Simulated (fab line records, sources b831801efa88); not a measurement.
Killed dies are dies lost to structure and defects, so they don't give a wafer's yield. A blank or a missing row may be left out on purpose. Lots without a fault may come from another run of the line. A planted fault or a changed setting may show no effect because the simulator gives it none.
Chamber matching | flow sky130 | SKY_FIELD_ISO_ETCH_17 on rie_si-02: 4 sister chambers
The step etches Si in HBr/Cl2/O2, target depth 342 nm, time 97.7 s. 18 wafers are shown with their chamber, then 9 later ones without.

WAFERS WITH THEIR CHAMBER
wafer  | chamber | drypump_motor_current_A (A) | oes_product_au (a.u.) | throttle_valve_pct (%)
L504.2 | 3       | 6.1                         | 0.983                 | 25.667
L504.3 | 2       | 4.7                         | 0.989                 | 25.681
L504.6 | 2       | 4.7                         | 0.997                 | 25.674
L505.1 | 2       | 4.7                         | 0.993                 | 25.650
L505.2 | 3       | 6.1                         | 0.989                 | 25.670
L505.3 | 1       | 5.0                         | 1.001                 | 25.650
L506.3 | 1       | 5.0                         | 1.000                 | 25.647
L506.4 | 2       | 4.7                         | 0.991                 | 25.671
L506.6 | 2       | 4.7                         | 0.992                 | 25.659
L507.2 | 0       | 5.4                         | 0.999                 | 25.659
L507.3 | 2       | 4.7                         | 0.993                 | 25.661
L507.4 | 3       | 6.1                         | 0.980                 | 25.673
L510.1 | 2       | 4.7                         | 0.994                 | 25.662
L510.3 | 3       | 6.1                         | 0.983                 | 25.675
L510.5 | 1       | 5.0                         | 1.006                 | 25.636
L514.3 | 2       | 4.7                         | 0.991                 | 25.646
L514.4 | 1       | 4.9                         | 1.006                 | 25.649
L514.6 | 0       | 5.4                         | 1.008                 | 25.650

SIGNATURES (means of the wafers above)
reading                 | chamber 0 | chamber 1 | chamber 2 | chamber 3 | scatter within a chamber
drypump_motor_current_A | 5.400     | 4.975     | 4.700     | 6.100     | 0.0231
oes_product_au          | 1.00350   | 1.00325   | 0.99250   | 0.98375   | 0.00332
throttle_valve_pct      | 25.65450  | 25.64550  | 25.66300  | 25.67125  | 0.00922
Rule: a wafer's distance from a chamber is the root of the sum, over the readings, of the square of ((its reading less the chamber's mean) divided by the reading's scatter). The wafer belongs to the nearest chamber; if the next one is less than 2 further off, it can't be placed. The scatter: the root of (the sum of the squares of (reading less its chamber's mean) over the shown wafers, divided by (wafers less chambers)).

WAFERS WITHOUT THEIR CHAMBER
wafer  | drypump_motor_current_A (A) | oes_product_au (a.u.) | throttle_valve_pct (%)
L521.3 | 6.2                         | 1.000                 | 25.672
L521.4 | 4.7                         | 0.998                 | 25.682
L521.5 | 6.2                         | 0.995                 | 25.669
L522.1 | 5.0                         | 1.012                 | 25.651
L522.3 | 5.4                         | 1.004                 | 25.654
L522.6 | 5.4                         | 1.016                 | 25.663
L524.1 | 4.7                         | 0.998                 | 25.679
L524.2 | 4.9                         | 1.003                 | 25.667
L524.3 | 5.4                         | 0.998                 | 25.649

WHICH CHAMBER EACH WENT THROUGH
wafer  | from the rows above | in truth
L521.3 | 3                   | 3
L521.4 | 2                   | 2
L521.5 | 3                   | 3
L522.1 | 1                   | 1
L522.3 | 0                   | 0
L522.6 | 0                   | 0
L524.1 | 2                   | 2
L524.2 | 1                   | 1
L524.3 | 0                   | 0
Placed correctly: 9 of 9. Can't be placed from these rows: 0. Placed wrongly: 0.
